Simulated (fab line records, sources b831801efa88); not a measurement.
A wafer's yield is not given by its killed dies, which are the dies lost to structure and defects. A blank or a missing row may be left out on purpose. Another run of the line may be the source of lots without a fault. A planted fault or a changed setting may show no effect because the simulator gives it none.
A struck lot beside a sound one + flow sfqLine + 42 out of 325 route steps
Sound: the wafers L796.3, L796.4, L796.5. Struck: wafer L805.3 (L805.4, L805.5, from the same lot, were not struck and are left out); the cause is given at the end.
For every step that has rows: the tool of each side, followed by ch and its chambers, followed by its first start. Under that, the readings that differ: sound wafers + struck wafers + difference of the means + sigmas: that difference in standard deviations of wafers without a fault.
alike: same words and numbers on both sides, and readings whose means sit less than 2 such deviations apart. not compared: any withheld reading, any reading some wafer has no value for, any bound like >300 that may hide the same value, and any number with overlapping values for which the record gives no deviation.
A row with sigmas, a row that says differs or no value, or rows on one side alone: a step with any of these is where the two part. Numbers that don't overlap but have no deviation are shown without sigmas and don't part them. A reading missing from all wafers of one side parts the sides only when that side holds two or more wafers.

first, 3 steps without rows for these wafers: SFQ_TRILAYER_I4_VIA_LITHO_EXPOSE_104 (exposes mask I4, target cd 700 nm); SFQ_TRILAYER_I4_VIA_LITHO_PEB_106 (peb time 60 s); SFQ_TRILAYER_I4_VIA_LITHO_DEVELOP_105 (time 60 s).
SFQ_I4_OVL_MEAS_928:
  sound: overlay-02 at day 40 01:44; struck: overlay-02 at day 44 05:26
  alike: I4_OVL
then, 5 steps without rows for these wafers: SFQ_TRILAYER_I4_VIA_BARC_OPEN_VIA_ETCH_146 (etches BARC in O2, target depth 125 nm, time 41.7 s); SFQ_TRILAYER_I4_VIA_ETCH_VIA_ETCH_106 (etches SiO2 in CHF3, stops on Nb, target depth 260 nm); SFQ_TRILAYER_I4_VIA_STRIP_STRIP_107 (strips in O2); SFQ_TRILAYER_I4_VIA_STRIP_SOLV_CLEAN_108 (cleans in NMP, time 600 s); SFQ_TRILAYER_JJ_TRILAYER_DEP_PRE_CLEAN_113 (time 22.5 s).
SFQ_TRILAYER_JJ_TRILAYER_DEP_SPUTTER_109: material Nb, target thk 150 nm, time 100 s.
  sound: pvdSputter-05 at day 40 02:43; struck: pvdSputter-03 at day 44 06:25
| reading              | sound          | struck | difference | sigmas |
|----------------------|----------------|--------|------------|--------|
| throttleValvePct (%) | 29.3 29.9 29.8 | 31.2   | +1.5       | +3     |
then, 2 steps without rows for these wafers: SFQ_TRILAYER_JJ_TRILAYER_DEP_SPUTTER_110 (material Al, target thk 8 nm, time 10 s); SFQ_TRILAYER_JJ_TRILAYER_DEP_AL_OXIDATION_111 (oxidation time 600 s).
SFQ_TRILAYER_JJ_TRILAYER_DEP_SPUTTER_112: material Nb, target thk 170 nm, time 113.3 s.
  sound: pvdSputter-05 at day 40 03:57; struck: pvdSputter-03 at day 44 07:31
| reading                                                     | sound           | struck | difference | sigmas |
|-------------------------------------------------------------|-----------------|--------|------------|--------|
| model.Nb_of_TRILAYER_JJ_TRILAYER_DEP_SPUTTER_112.thkNm (nm) | 168.5 169.1 169 | 122.7  | -46.2      |        |
  alike: throttleValvePct
SFQ_JJ_RS_MEAS_929: the measuring method here is four-point-probe.
  sound: filmMetro-03 at day 40 04:05; struck: filmMetro-04 at day 44 07:38
| reading           | sound             | struck | difference | sigmas |
|-------------------|-------------------|--------|------------|--------|
| JJ_NB_RS (ohm/sq) | 1.059 1.056 1.057 | 1.460  | +0.403     | +27    |
then, 6 steps without rows for these wafers: SFQ_TRILAYER_JJ_CE_LITHO_COAT_119 (resist thk 62 nm); SFQ_TRILAYER_JJ_CE_LITHO_COAT_114 (resist thk 600 nm); SFQ_TRILAYER_JJ_CE_LITHO_SOFTBAKE_118; SFQ_TRILAYER_JJ_CE_LITHO_EXPOSE_115 (exposes mask J5, target cd 700 nm); SFQ_TRILAYER_JJ_CE_LITHO_PEB_117 (peb time 60 s); SFQ_TRILAYER_JJ_CE_LITHO_DEVELOP_116 (time 60 s).
-- the record jumps here: 3 days lie between the struck wafers' starts before and after --
SFQ_JJ_OVL_MEAS_931:
  sound: overlay-02 at day 43 02:56; struck: overlay-01 at day 47 10:47
  alike: J5_OVL
following that, these wafers have no rows for 1 step: SFQ_TRILAYER_JJ_CE_METRO_MEASURE_117.
SFQ_TRILAYER_JJ_CE_BARC_OPEN_RIE_150: chemistry O2, target BARC, target depth 240 nm, time 80 s.
  sound on rieMetal-04 ch 1, day 43 04:13; struck on rieMetal-01 ch 0, day 47 12:04
  alike: drypumpMotorCurrentA, oesProductAu
  not compared: rfHoursCounterH
SFQ_TRILAYER_JJ_CE_ETCH_RIE_118: chemistry SF6, target Nb, stops on Al2O3, time 97.7 s, target depth 170 nm.
  sound on rieMetal-04 ch 1, day 43 04:25; struck on rieMetal-01 ch 0, day 47 12:16
| reading             | sound             | struck | difference | sigmas |
|---------------------|-------------------|--------|------------|--------|
| oesProductAu (a.u.) | 0.989 0.973 0.966 | 0.825  | -0.151     | -15    |
  alike: drypumpMotorCurrentA
  not compared: rfHoursCounterH
following that, these wafers have no rows for 1 step: SFQ_TRILAYER_JJ_ANODIZE_ANODIZE_119.
SFQ_TRILAYER_JJ_CE_STRIP_STRIP_120: strips in O2.
  sound on rieMetal-01 ch 1, day 43 05:27; struck on rieMetal-03 ch 1, day 47 13:06
  alike: drypumpMotorCurrentA, oesProductAu
  not compared: rfHoursCounterH
then, 7 steps without rows for these wafers: SFQ_TRILAYER_JJ_CE_STRIP_SOLV_CLEAN_121 (cleans in NMP, time 600 s); SFQ_TRILAYER_M5_LITHO_COAT_128 (resist thk 62 nm); SFQ_TRILAYER_M5_LITHO_COAT_123 (resist thk 600 nm); SFQ_TRILAYER_M5_LITHO_SOFTBAKE_127; SFQ_TRILAYER_M5_LITHO_EXPOSE_124 (exposes mask M5, target cd 700 nm); SFQ_TRILAYER_M5_LITHO_PEB_126 (peb time 60 s); SFQ_TRILAYER_M5_LITHO_DEVELOP_125 (time 60 s).
SFQ_M5_OVL_MEAS_932:
  sound: overlay-01 at day 45 01:28; struck: overlay-01 at day 49 12:16
  alike: M5_OVL
then, 2 steps without rows for these wafers: SFQ_TRILAYER_M5_BARC_OPEN_METAL_ETCH_161 (etches BARC in O2, target depth 125 nm, time 41.7 s); SFQ_TRILAYER_M5_ETCH_METAL_ETCH_126 (etches Nb in Cl2/BCl3, stops on SiO2, time 203.2 s, target depth 265 nm).
SFQ_TRILAYER_M5_STRIP_STRIP_127: strips in O2.
  sound on rieMetal-01 ch 0,1, day 45 01:56; struck on rieMetal-01 ch 0, day 49 12:44
  alike: drypumpMotorCurrentA, oesProductAu
  not compared: rfHoursCounterH
then, 2 steps without rows for these wafers: SFQ_TRILAYER_M5_STRIP_SOLV_CLEAN_128 (cleans in NMP, time 600 s); SFQ_TRILAYER_A5B_DEP_PECVD_129 (deposits SiO2 from SiH4/N2O, time 133.33 s, target thk 600 nm).
-- the record jumps here: 3 days lie between the struck wafers' starts before and after --
SFQ_TRILAYER_A5B_CMP_CMP_130: polishes, stops on Nb, target thk 340.7 nm.
  sound on cmp-01 ch 0,1,3, day 47 22:12; struck on cmp-01 ch 1, day 52 04:23
| reading                 | sound             | struck | difference | sigmas |
|-------------------------|-------------------|--------|------------|--------|
| slurryFilterDpKPa (kPa) | 13.96 13.63 13.39 | 13.09  | -0.57      | -4     |
  alike: motorCurrentA
following that, these wafers have no rows for 1 step: SFQ_TRILAYER_A5B_METRO_MEASURE_131.
-- the record jumps here: 2 days lie between the struck wafers' starts before and after --
SFQ_TRILAYER_R5_ETCH_METAL_ETCH_139: etches the open film in Cl2, stops on SiO2, target depth 60 nm, time 40 s.
  sound on rieMetal-04 ch 0,1, day 50 03:41; struck on rieMetal-01 ch 0, day 54 15:08
| reading                                                     | sound           | struck | difference | sigmas |
|-------------------------------------------------------------|-----------------|--------|------------|--------|
| model.Nb_of_TRILAYER_JJ_TRILAYER_DEP_SPUTTER_112.thkNm (nm) | 159 159.5 159.4 | 112.8  | -46.5      |        |
  alike: drypumpMotorCurrentA, oesProductAu
  not compared: rfHoursCounterH

== WHERE THEY PART ==
First at SFQ_TRILAYER_JJ_TRILAYER_DEP_SPUTTER_109; last, within this record, at SFQ_TRILAYER_A5B_CMP_CMP_130. Later steps at which nothing parts them and some readings are alike: SFQ_TRILAYER_R5_ETCH_METAL_ETCH_139.

WHY: the cause the simulator had injected
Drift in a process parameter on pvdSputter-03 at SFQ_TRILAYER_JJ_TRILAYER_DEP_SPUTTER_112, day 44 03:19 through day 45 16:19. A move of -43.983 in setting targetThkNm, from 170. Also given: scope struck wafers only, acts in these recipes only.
